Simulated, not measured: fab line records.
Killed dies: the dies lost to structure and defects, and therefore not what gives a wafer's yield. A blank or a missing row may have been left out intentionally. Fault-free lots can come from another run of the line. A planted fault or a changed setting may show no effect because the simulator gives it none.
fab line records / flow sky130
[record] lots = 14 wafers = 42 lastDay = 50
route steps=708 shown POLY_GATE@234 PAD_OPEN@708
lots untouched by any fault: they come from a run of this same line in which no faults occurred
startH: hours from the record's first day to the start of the lot's first wafer shown / waitH: hours since the lot's step before / " unchanged from the row above / L1.1+2: several wafers, shown together as one row / - value missing, or start not given / * or withheld: withheld / < > ~ a bound
route shown NAME@n: a module of which the file shows steps, and the number in the route of the first / usual: mean and standard deviation over wafers with no fault / same: alike in all rows / chamber/n: place in a boat / sites: the reading at each site / _std_site: standard deviation across them / _edge_site: the outer-site mean with the inner-site mean subtracted / radiusMm: for every site, how far away it sits from the centre of the wafer / mask NAME#n: copy n / behind: the most recent tool/chamber to have shaped the wafer / hold: why the lot went on hold/how many hours it stayed there/how the hold came to an end / device: transistor that didn't switch, given as n, p or np / end of line: the tests these same wafers got at the end of their route / where a step has no rows: the recipe by itself / killed: not the wafer's yield, but the dies lost to structure and defects at the first sort / map: the dies of a wafer, with x for killed, . for not killed, _ for no die there
set.NAME: the run value of the setting; set.NAME@STEP: its run value at that earlier step / model.NAME: the simulator's own value behind a step, which no gauge read
steps of the route over a sample of lots; a table a step, a row a wafer
services: a tool's chamber out of use, with start hour (startH, from the record's first day; less than 0 if before it), hours out, and reason
[[steps]]
[step SKY_POLY_GATE_OXIDATION_20]
[recipe] tempC = 850 ambient = O2 stabiliseS = 600 purgeS = 300 targetThkA = 40 oxTimeS = 899
[usual] spikeTcBottomC = 867.8/1.4 spikeTcCentreC = 850.1/1 spikeTcLowerC = 848.4/0.99 spikeTcTopC = 862.5/1.2 spikeTcUpperC = 850.2/1.2 tubeCenterTempC = 849.99/0.074 tube_center_temp_C_max = 852.2/0.35 zonePowerLowerPct = 15.25/0.16
[same] oxTimeS = 899
lot.wafer=L655.3 tool=furnace-02 chamber=0 startH=363.55 waitH=1.1 spikeTcBottomC=866.5 spikeTcCentreC=847.6 spikeTcLowerC=848.9 spikeTcTopC=861.7 spikeTcUpperC=850.7 tubeCenterTempC=850 tube_center_temp_C_max=852.7 zonePowerLowerPct=15.45
lot.wafer=L655.4 tool=furnace-02 chamber=0 startH=363.55 waitH=1.1 spikeTcBottomC=868.1 spikeTcCentreC=849.6 spikeTcLowerC=848.5 spikeTcTopC=862.5 spikeTcUpperC=849.9 tubeCenterTempC=850.03 tube_center_temp_C_max=852.7 zonePowerLowerPct=15.10
lot.wafer=L655.5 tool=furnace-02 chamber=0 startH=363.55 waitH=1.1 spikeTcBottomC=866.7 spikeTcCentreC=851.2 spikeTcLowerC=847.5 spikeTcTopC=862.4 spikeTcUpperC=849.5 tubeCenterTempC=849.91 tube_center_temp_C_max=852.0 zonePowerLowerPct=15.28
lot.wafer=L656.1 tool=furnace-02 chamber=0 startH=376.03 waitH=0.0 spikeTcBottomC=867.6 spikeTcCentreC=849.7 spikeTcLowerC=848.1 spikeTcTopC=860.8 spikeTcUpperC=850.3 tubeCenterTempC=849.9 tube_center_temp_C_max=852.0 zonePowerLowerPct=15.35
lot.wafer=L656.4 tool=furnace-02 chamber=0 startH=376.03 waitH=0.0 spikeTcBottomC=866.9 spikeTcCentreC=849.5 spikeTcLowerC=847.5 spikeTcTopC=862.4 spikeTcUpperC=848.5 tubeCenterTempC=849.89 tube_center_temp_C_max=852.0 zonePowerLowerPct=15.07
lot.wafer=L656.6 tool=furnace-02 chamber=0 startH=376.03 waitH=0.0 spikeTcBottomC=865.5 spikeTcCentreC=850.1 spikeTcLowerC=848.1 spikeTcTopC=863.7 spikeTcUpperC=851.3 tubeCenterTempC=850.03 tube_center_temp_C_max=852.4 zonePowerLowerPct=15.19
lot.wafer=L657.1 tool=furnace-02 chamber=0 startH=387.61 waitH=0.3 spikeTcBottomC=867.3 spikeTcCentreC=850.5 spikeTcLowerC=848.0 spikeTcTopC=862.7 spikeTcUpperC=850.1 tubeCenterTempC=850.06 tube_center_temp_C_max=852.4 zonePowerLowerPct=15.10
lot.wafer=L657.4 tool=furnace-02 chamber=0 startH=387.61 waitH=0.3 spikeTcBottomC=869.2 spikeTcCentreC=849.9 spikeTcLowerC=849.7 spikeTcTopC=860.8 spikeTcUpperC=849.6 tubeCenterTempC=849.99 tube_center_temp_C_max=852.4 zonePowerLowerPct=15.24
lot.wafer=L657.5 tool=furnace-02 chamber=0 startH=387.61 waitH=0.3 spikeTcBottomC=868.1 spikeTcCentreC=849.4 spikeTcLowerC=847.7 spikeTcTopC=861.0 spikeTcUpperC=852.6 tubeCenterTempC=850 tube_center_temp_C_max=851.9 zonePowerLowerPct=15.34
lot.wafer=L658.1 tool=furnace-01 chamber=0 startH=398.32 waitH=3.2 spikeTcBottomC=869.0 spikeTcCentreC=851.2 spikeTcLowerC=846.9 spikeTcTopC=861.8 spikeTcUpperC=849.4 tubeCenterTempC=849.93 tube_center_temp_C_max=851.5 zonePowerLowerPct=15.33
lot.wafer=L658.3 tool=furnace-01 chamber=0 startH=398.32 waitH=3.2 spikeTcBottomC=869.4 spikeTcCentreC=851.4 spikeTcLowerC=848.4 spikeTcTopC=863.9 spikeTcUpperC=850.0 tubeCenterTempC=850.09 tube_center_temp_C_max=852.8 zonePowerLowerPct=15.25
lot.wafer=L658.6 tool=furnace-01 chamber=0 startH=398.32 waitH=3.2 spikeTcBottomC=870.7 spikeTcCentreC=850.1 spikeTcLowerC=850.1 spikeTcTopC=863.1 spikeTcUpperC=849.5 tubeCenterTempC=849.95 tube_center_temp_C_max=851.8 zonePowerLowerPct=15.17
lot.wafer=L659.3 tool=furnace-01 chamber=0 startH=409.52 waitH=3.2 spikeTcBottomC=869.7 spikeTcCentreC=850.5 spikeTcLowerC=847.4 spikeTcTopC=864.2 spikeTcUpperC=853.1 tubeCenterTempC=849.94 tube_center_temp_C_max=851.9 zonePowerLowerPct=15.40
lot.wafer=L659.4 tool=furnace-01 chamber=0 startH=409.52 waitH=3.2 spikeTcBottomC=869.5 spikeTcCentreC=852.1 spikeTcLowerC=846.9 spikeTcTopC=862.2 spikeTcUpperC=849.3 tubeCenterTempC=850.05 tube_center_temp_C_max=851.9 zonePowerLowerPct=15.43
lot.wafer=L659.6 tool=furnace-01 chamber=0 startH=409.52 waitH=3.2 spikeTcBottomC=868.9 spikeTcCentreC=851.0 spikeTcLowerC=847.1 spikeTcTopC=863.2 spikeTcUpperC=849.4 tubeCenterTempC=850.07 tube_center_temp_C_max=853.1 zonePowerLowerPct=15.38
lot.wafer=L661.2 tool=furnace-02 chamber=0 startH=430.84 waitH=0.6 spikeTcBottomC=867.0 spikeTcCentreC=849.7 spikeTcLowerC=849.6 spikeTcTopC=862.2 spikeTcUpperC=851.6 tubeCenterTempC=849.93 tube_center_temp_C_max=851.6 zonePowerLowerPct=15.06
lot.wafer=L661.4 tool=furnace-02 chamber=0 startH=430.84 waitH=0.6 spikeTcBottomC=867.1 spikeTcCentreC=850.1 spikeTcLowerC=850.3 spikeTcTopC=862.3 spikeTcUpperC=850.8 tubeCenterTempC=849.9 tube_center_temp_C_max=851.6 zonePowerLowerPct=15.16
lot.wafer=L661.6 tool=furnace-02 chamber=0 startH=430.84 waitH=0.6 spikeTcBottomC=867.1 spikeTcCentreC=850.3 spikeTcLowerC=848.1 spikeTcTopC=861.0 spikeTcUpperC=851.6 tubeCenterTempC=849.93 tube_center_temp_C_max=852.4 zonePowerLowerPct=15.12
lot.wafer=L662.3 tool=furnace-02 chamber=0 startH=439.39 waitH=0.9 spikeTcBottomC=868.1 spikeTcCentreC=850.6 spikeTcLowerC=848.6 spikeTcTopC=862.4 spikeTcUpperC=850.9 tubeCenterTempC=849.85 tube_center_temp_C_max=852.5 zonePowerLowerPct=15.39
lot.wafer=L662.4 tool=furnace-02 chamber=0 startH=439.39 waitH=0.9 spikeTcBottomC=866.1 spikeTcCentreC=851.0 spikeTcLowerC=848.9 spikeTcTopC=863.8 spikeTcUpperC=851.6 tubeCenterTempC=850.07 tube_center_temp_C_max=852.3 zonePowerLowerPct=15.28
lot.wafer=L662.5 tool=furnace-02 chamber=0 startH=439.39 waitH=0.9 spikeTcBottomC=866.1 spikeTcCentreC=850.4 spikeTcLowerC=848.5 spikeTcTopC=861.0 spikeTcUpperC=850.4 tubeCenterTempC=849.99 tube_center_temp_C_max=851.6 zonePowerLowerPct=15.33
lot.wafer=L664.1 tool=furnace-02 chamber=0 startH=453.74 waitH=3.5 spikeTcBottomC=867.5 spikeTcCentreC=850.1 spikeTcLowerC=848.7 spikeTcTopC=862.0 spikeTcUpperC=851.0 tubeCenterTempC=850.04 tube_center_temp_C_max=852.1 zonePowerLowerPct=15.25
lot.wafer=L664.3 tool=furnace-02 chamber=0 startH=453.74 waitH=3.5 spikeTcBottomC=867.6 spikeTcCentreC=849.6 spikeTcLowerC=850.7 spikeTcTopC=863.4 spikeTcUpperC=849.9 tubeCenterTempC=850.04 tube_center_temp_C_max=852.2 zonePowerLowerPct=15.09
lot.wafer=L664.5 tool=furnace-02 chamber=0 startH=453.74 waitH=3.5 spikeTcBottomC=867.6 spikeTcCentreC=851.1 spikeTcLowerC=849.9 spikeTcTopC=862.8 spikeTcUpperC=850.1 tubeCenterTempC=850.07 tube_center_temp_C_max=852.5 zonePowerLowerPct=14.90
lot.wafer=L666.2 tool=furnace-02 chamber=0 startH=469.21 waitH=0.1 spikeTcBottomC=865.9 spikeTcCentreC=847.5 spikeTcLowerC=849.9 spikeTcTopC=862.2 spikeTcUpperC=851.5 tubeCenterTempC=849.91 tube_center_temp_C_max=852.0 zonePowerLowerPct=15.19
lot.wafer=L666.3 tool=furnace-02 chamber=0 startH=469.21 waitH=0.1 spikeTcBottomC=866.2 spikeTcCentreC=849.4 spikeTcLowerC=849.1 spikeTcTopC=863.6 spikeTcUpperC=851.5 tubeCenterTempC=849.94 tube_center_temp_C_max=851.3 zonePowerLowerPct=15.36
lot.wafer=L666.6 tool=furnace-02 chamber=0 startH=469.21 waitH=0.1 spikeTcBottomC=866.9 spikeTcCentreC=850.8 spikeTcLowerC=848.0 spikeTcTopC=862.7 spikeTcUpperC=850.1 tubeCenterTempC=849.97 tube_center_temp_C_max=852.0 zonePowerLowerPct=15.12
lot.wafer=L668.2 tool=furnace-02 chamber=0 startH=494.71 waitH=0.5 spikeTcBottomC=855.0 spikeTcCentreC=837.9 spikeTcLowerC=835.2 spikeTcTopC=849.6 spikeTcUpperC=838.9 tubeCenterTempC=837.76 tube_center_temp_C_max=840.8 zonePowerLowerPct=14.85
lot.wafer=L668.5 tool=furnace-02 chamber=0 startH=494.71 waitH=0.5 spikeTcBottomC=855.3 spikeTcCentreC=837.3 spikeTcLowerC=835.9 spikeTcTopC=849.2 spikeTcUpperC=839.2 tubeCenterTempC=837.8 tube_center_temp_C_max=840.2 zonePowerLowerPct=14.67
lot.wafer=L668.6 tool=furnace-02 chamber=0 startH=494.71 waitH=0.5 spikeTcBottomC=855.1 spikeTcCentreC=839.6 spikeTcLowerC=835.7 spikeTcTopC=851.6 spikeTcUpperC=839.2 tubeCenterTempC=837.62 tube_center_temp_C_max=839.7 zonePowerLowerPct=14.79
lot.wafer=L669.2 tool=furnace-02 chamber=0 startH=500.04 waitH=0.0 spikeTcBottomC=854.1 spikeTcCentreC=837.8 spikeTcLowerC=836.6 spikeTcTopC=850.5 spikeTcUpperC=839.2 tubeCenterTempC=837.72 tube_center_temp_C_max=839.9 zonePowerLowerPct=14.71
lot.wafer=L669.4 tool=furnace-02 chamber=0 startH=500.04 waitH=0.0 spikeTcBottomC=853.3 spikeTcCentreC=837.5 spikeTcLowerC=838.5 spikeTcTopC=851.0 spikeTcUpperC=839.1 tubeCenterTempC=837.67 tube_center_temp_C_max=840.3 zonePowerLowerPct=15.05
lot.wafer=L669.6 tool=furnace-02 chamber=0 startH=500.04 waitH=0.0 spikeTcBottomC=853.2 spikeTcCentreC=838.8 spikeTcLowerC=836.5 spikeTcTopC=850.8 spikeTcUpperC=839.8 tubeCenterTempC=837.83 tube_center_temp_C_max=840.1 zonePowerLowerPct=14.62
lot.wafer=L676.4 tool=furnace-02 chamber=0 startH=559.51 waitH=0.0 spikeTcBottomC=865.5 spikeTcCentreC=850.5 spikeTcLowerC=849.3 spikeTcTopC=862.1 spikeTcUpperC=850.2 tubeCenterTempC=849.85 tube_center_temp_C_max=852.1 zonePowerLowerPct=15.45
lot.wafer=L676.5 tool=furnace-02 chamber=0 startH=559.51 waitH=0.0 spikeTcBottomC=866.2 spikeTcCentreC=850.3 spikeTcLowerC=848.5 spikeTcTopC=861.1 spikeTcUpperC=851.0 tubeCenterTempC=850.19 tube_center_temp_C_max=852.2 zonePowerLowerPct=15.18
lot.wafer=L676.6 tool=furnace-02 chamber=0 startH=559.51 waitH=0.0 spikeTcBottomC=866.5 spikeTcCentreC=849.4 spikeTcLowerC=848.2 spikeTcTopC=862.1 spikeTcUpperC=849.3 tubeCenterTempC=849.87 tube_center_temp_C_max=852.0 zonePowerLowerPct=15.13
lot.wafer=L677.3 tool=furnace-02 chamber=0 startH=561.92 waitH=0.0 spikeTcBottomC=866.2 spikeTcCentreC=849.4 spikeTcLowerC=849.6 spikeTcTopC=862.5 spikeTcUpperC=851.4 tubeCenterTempC=850.09 tube_center_temp_C_max=852.2 zonePowerLowerPct=15.55
lot.wafer=L677.4 tool=furnace-02 chamber=0 startH=561.92 waitH=0.0 spikeTcBottomC=867.5 spikeTcCentreC=850.3 spikeTcLowerC=847.7 spikeTcTopC=861.3 spikeTcUpperC=850.8 tubeCenterTempC=850.09 tube_center_temp_C_max=852.0 zonePowerLowerPct=15.52
lot.wafer=L677.5 tool=furnace-02 chamber=0 startH=561.92 waitH=0.0 spikeTcBottomC=866.6 spikeTcCentreC=848.9 spikeTcLowerC=846.9 spikeTcTopC=862.5 spikeTcUpperC=849.1 tubeCenterTempC=849.88 tube_center_temp_C_max=852.5 zonePowerLowerPct=15.40
lot.wafer=L678.1 tool=furnace-01 chamber=0 startH=573.00 waitH=1.2 spikeTcBottomC=869.4 spikeTcCentreC=849.6 spikeTcLowerC=849.6 spikeTcTopC=862.9 spikeTcUpperC=849.9 tubeCenterTempC=850.01 tube_center_temp_C_max=852.2 zonePowerLowerPct=15.30
lot.wafer=L678.2 tool=furnace-01 chamber=0 startH=573.00 waitH=1.2 spikeTcBottomC=870.0 spikeTcCentreC=850.6 spikeTcLowerC=847.6 spikeTcTopC=863.8 spikeTcUpperC=849.9 tubeCenterTempC=850.09 tube_center_temp_C_max=852.5 zonePowerLowerPct=15.38
lot.wafer=L678.6 tool=furnace-01 chamber=0 startH=573.00 waitH=1.2 spikeTcBottomC=868.0 spikeTcCentreC=849.2 spikeTcLowerC=848.0 spikeTcTopC=863.1 spikeTcUpperC=849.1 tubeCenterTempC=849.95 tube_center_temp_C_max=851.7 zonePowerLowerPct=15.38
[step SKY_POLY_GATE_THK_MEAS_21]
[recipe] reads = SiO2_of_POLY_GATE_OXIDATION_20
[usual] POLY_GATE_OXIDATION_THK = 4.02/0.074
lot.wafer=L655.3 tool=filmMetro-03 chamber=- startH=364.82 waitH=0.0 POLY_GATE_OXIDATION_THK[nm]=4.04
lot.wafer=L655.4 tool=filmMetro-03 chamber=- startH=364.82 waitH=0.0 POLY_GATE_OXIDATION_THK[nm]=3.84
lot.wafer=L655.5 tool=filmMetro-03 chamber=- startH=364.82 waitH=0.0 POLY_GATE_OXIDATION_THK[nm]=3.86
lot.wafer=L656.1 tool=filmMetro-04 chamber=- startH=377.28 waitH=0.0 POLY_GATE_OXIDATION_THK[nm]=3.98
lot.wafer=L656.4 tool=filmMetro-04 chamber=- startH=377.28 waitH=0.0 POLY_GATE_OXIDATION_THK[nm]=3.95
lot.wafer=L656.6 tool=filmMetro-04 chamber=- startH=377.28 waitH=0.0 POLY_GATE_OXIDATION_THK[nm]=4.07
lot.wafer=L657.1 tool=filmMetro-04 chamber=- startH=388.86 waitH=0.0 POLY_GATE_OXIDATION_THK[nm]=4.08
lot.wafer=L657.4 tool=filmMetro-04 chamber=- startH=388.86 waitH=0.0 POLY_GATE_OXIDATION_THK[nm]=4.20
lot.wafer=L657.5 tool=filmMetro-04 chamber=- startH=388.86 waitH=0.0 POLY_GATE_OXIDATION_THK[nm]=4.10
lot.wafer=L658.1 tool=filmMetro-04 chamber=- startH=399.57 waitH=0.0 POLY_GATE_OXIDATION_THK[nm]=3.94
lot.wafer=L658.3 tool=filmMetro-04 chamber=- startH=399.57 waitH=0.0 POLY_GATE_OXIDATION_THK[nm]=3.96
lot.wafer=L658.6 tool=filmMetro-04 chamber=- startH=399.57 waitH=0.0 POLY_GATE_OXIDATION_THK[nm]=3.97
lot.wafer=L659.3 tool=filmMetro-04 chamber=- startH=410.79 waitH=0.0 POLY_GATE_OXIDATION_THK[nm]=4.11
lot.wafer=L659.4 tool=filmMetro-04 chamber=- startH=410.79 waitH=0.0 POLY_GATE_OXIDATION_THK[nm]=4.15
lot.wafer=L659.6 tool=filmMetro-04 chamber=- startH=410.79 waitH=0.0 POLY_GATE_OXIDATION_THK[nm]=4.08
lot.wafer=L661.2 tool=filmMetro-04 chamber=- startH=432.10 waitH=0.0 POLY_GATE_OXIDATION_THK[nm]=3.94
lot.wafer=L661.4 tool=filmMetro-04 chamber=- startH=432.10 waitH=0.0 POLY_GATE_OXIDATION_THK[nm]=3.99
lot.wafer=L661.6 tool=filmMetro-04 chamber=- startH=432.10 waitH=0.0 POLY_GATE_OXIDATION_THK[nm]=3.95
lot.wafer=L662.3 tool=filmMetro-04 chamber=- startH=440.66 waitH=0.0 POLY_GATE_OXIDATION_THK[nm]=3.98
lot.wafer=L662.4 tool=filmMetro-04 chamber=- startH=440.66 waitH=0.0 POLY_GATE_OXIDATION_THK[nm]=3.93
lot.wafer=L662.5 tool=filmMetro-04 chamber=- startH=440.66 waitH=0.0 POLY_GATE_OXIDATION_THK[nm]=4.11
lot.wafer=L664.1 tool=filmMetro-03 chamber=- startH=454.99 waitH=0.0 POLY_GATE_OXIDATION_THK[nm]=4.07
lot.wafer=L664.3 tool=filmMetro-03 chamber=- startH=454.99 waitH=0.0 POLY_GATE_OXIDATION_THK[nm]=4.03
lot.wafer=L664.5 tool=filmMetro-03 chamber=- startH=454.99 waitH=0.0 POLY_GATE_OXIDATION_THK[nm]=4.05
lot.wafer=L666.2 tool=filmMetro-02 chamber=- startH=470.47 waitH=0.0 POLY_GATE_OXIDATION_THK[nm]=4.09
lot.wafer=L666.3 tool=filmMetro-02 chamber=- startH=470.47 waitH=0.0 POLY_GATE_OXIDATION_THK[nm]=4.01
lot.wafer=L666.6 tool=filmMetro-02 chamber=- startH=470.47 waitH=0.0 POLY_GATE_OXIDATION_THK[nm]=3.98
lot.wafer=L668.2 tool=filmMetro-03 chamber=- startH=495.97 waitH=0.0 POLY_GATE_OXIDATION_THK[nm]=3.39
lot.wafer=L668.5 tool=filmMetro-03 chamber=- startH=495.97 waitH=0.0 POLY_GATE_OXIDATION_THK[nm]=3.31
lot.wafer=L668.6 tool=filmMetro-03 chamber=- startH=495.97 waitH=0.0 POLY_GATE_OXIDATION_THK[nm]=3.34
lot.wafer=L669.2 tool=filmMetro-04 chamber=- startH=501.30 waitH=0.0 POLY_GATE_OXIDATION_THK[nm]=3.52
lot.wafer=L669.4 tool=filmMetro-04 chamber=- startH=501.30 waitH=0.0 POLY_GATE_OXIDATION_THK[nm]=3.43
lot.wafer=L669.6 tool=filmMetro-04 chamber=- startH=501.30 waitH=0.0 POLY_GATE_OXIDATION_THK[nm]=3.46
lot.wafer=L676.4 tool=filmMetro-02 chamber=- startH=560.79 waitH=0.0 POLY_GATE_OXIDATION_THK[nm]=4.09
lot.wafer=L676.5 tool=filmMetro-02 chamber=- startH=560.79 waitH=0.0 POLY_GATE_OXIDATION_THK[nm]=4.10
lot.wafer=L676.6 tool=filmMetro-02 chamber=- startH=560.79 waitH=0.0 POLY_GATE_OXIDATION_THK[nm]=4.01
lot.wafer=L677.3 tool=filmMetro-04 chamber=- startH=563.19 waitH=0.0 POLY_GATE_OXIDATION_THK[nm]=4.11
lot.wafer=L677.4 tool=filmMetro-04 chamber=- startH=563.19 waitH=0.0 POLY_GATE_OXIDATION_THK[nm]=4.10
lot.wafer=L677.5 tool=filmMetro-04 chamber=- startH=563.19 waitH=0.0 POLY_GATE_OXIDATION_THK[nm]=4.08
lot.wafer=L678.1 tool=filmMetro-03 chamber=- startH=574.25 waitH=0.0 POLY_GATE_OXIDATION_THK[nm]=4.11
lot.wafer=L678.2 tool=filmMetro-03 chamber=- startH=574.25 waitH=0.0 POLY_GATE_OXIDATION_THK[nm]=4.06
lot.wafer=L678.6 tool=filmMetro-03 chamber=- startH=574.25 waitH=0.0 POLY_GATE_OXIDATION_THK[nm]=4.10
[step SKY_PAD_OPEN_PROBE_99]
[usual] killed_at_M0_to_M3 = 43/6.7 killed_at_M4_up = 3.2/1.8 killedAtContacts = 24/4.8 killedAtFrontEnd = 16/4.2 killedAtOther = 0.3/0.56 killedDies = 86/8.5 killedOpen = 47/6.7 killedShort = 39/6
[same] grossDies = 492 killedAtBackSide = 0
lot.wafer=L668.2 tool=prober-02 chamber=- startH=1152.00 waitH=0.1 killed_at_M0_to_M3=58 killed_at_M4_up=4 killedAtContacts=30 killedAtFrontEnd=14 killedAtOther=0 killedDies=106 killedOpen=57 killedShort=49
lot.wafer=L668.5 tool=prober-02 chamber=- startH=1152.15 waitH=0.2 killed_at_M0_to_M3=54 killed_at_M4_up=2 killedAtContacts=27 killedAtFrontEnd=18 killedAtOther=0 killedDies=101 killedOpen=53 killedShort=48
lot.wafer=L668.6 tool=prober-02 chamber=- startH=1152.20 waitH=0.2 killed_at_M0_to_M3=48 killed_at_M4_up=4 killedAtContacts=25 killedAtFrontEnd=21 killedAtOther=1 killedDies=99 killedOpen=51 killedShort=47
// killed by level:class
L668.2 CONTACT:geometricParticle:open=10 VIA2:geometricParticle:open=9 VIA1:geometricParticle:open=9 METAL2:geometricParticle:short=8 VIA3:geometricParticle:open=8 LI_CONTACT:geometricParticle:open=7 METAL3:geometricParticle:short=7 CONTACT:geometricParticle:short=6
L668.5 VIA1:geometricParticle:open=14 VIA2:geometricParticle:open=11 LI_CONTACT:geometricParticle:open=9 VIA1:geometricParticle:short=7 LOCAL_INTERCONNECT:geometricParticle:short=6 CONTACT:geometricParticle:short=5 FIELD_ISO:geometricParticle:short=4 POLY_GATE:geometricParticle:short=4
L668.6 VIA1:geometricParticle:open=11 LI_CONTACT:geometricParticle:open=7 VIA3:geometricParticle:open=6 FIELD_ISO:geometricParticle:open=5 VIA2:geometricParticle:open=5 LOCAL_INTERCONNECT:geometricParticle:short=5 CONTACT:geometricParticle:short=5 CONTACT:geometricParticle:open=5
[[services]]
tool=furnace-02 chamber=- startH=395.06 hours=2.7 kind=pm
tool=furnace-02 chamber=- startH=405.15 hours=3.3 kind=pm
tool=furnace-01 chamber=- startH=422.72 hours=3.4 kind=pm
tool=furnace-01 chamber=- startH=445.86 hours=8.1 kind=pm
tool=furnace-01 chamber=- startH=525.55 hours=26.5 kind=repair
tool=furnace-02 chamber=- startH=563.17 hours=3.8 kind=pm
tool=furnace-02 chamber=- startH=569.35 hours=12.1 kind=pm
[[key]]
[firstSign] step = SKY_POLY_GATE_OXIDATION_20 reading = tubeCenterTempC direction = down sigmas = 99+ usual = * struck = *
[effect] step = SKY_POLY_GATE_OXIDATION_20 reading = tube_center_temp_C_max direction = down sigmas = 34 usual = * struck = *
[effect] step = SKY_POLY_GATE_THK_MEAS_21 reading = POLY_GATE_OXIDATION_THK direction = down sigmas = 8.4 usual = 4.02 struck = 3.41
metAt SKY_POLY_GATE_OXIDATION_20
struckLots L668,L669
testerLeftOut L668,L669
onsetBetween 469.21 494.71
[fault] kind = processParameterDrift tool = furnace-02 chamber = - onsetH = 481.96 steps = SKY_POLY_GATE_OXIDATION_20 channel = tempC offset = * shape = step endH = 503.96 actsIn = * stated = *
// testerLeftOut: of these lots the tester's yield and bins aren't shown, on N5 and GAA mostly nor the transistor test; their killed dies are dies lost to structure and defects alone, not to doping, threshold or leakage, so they don't give the yield
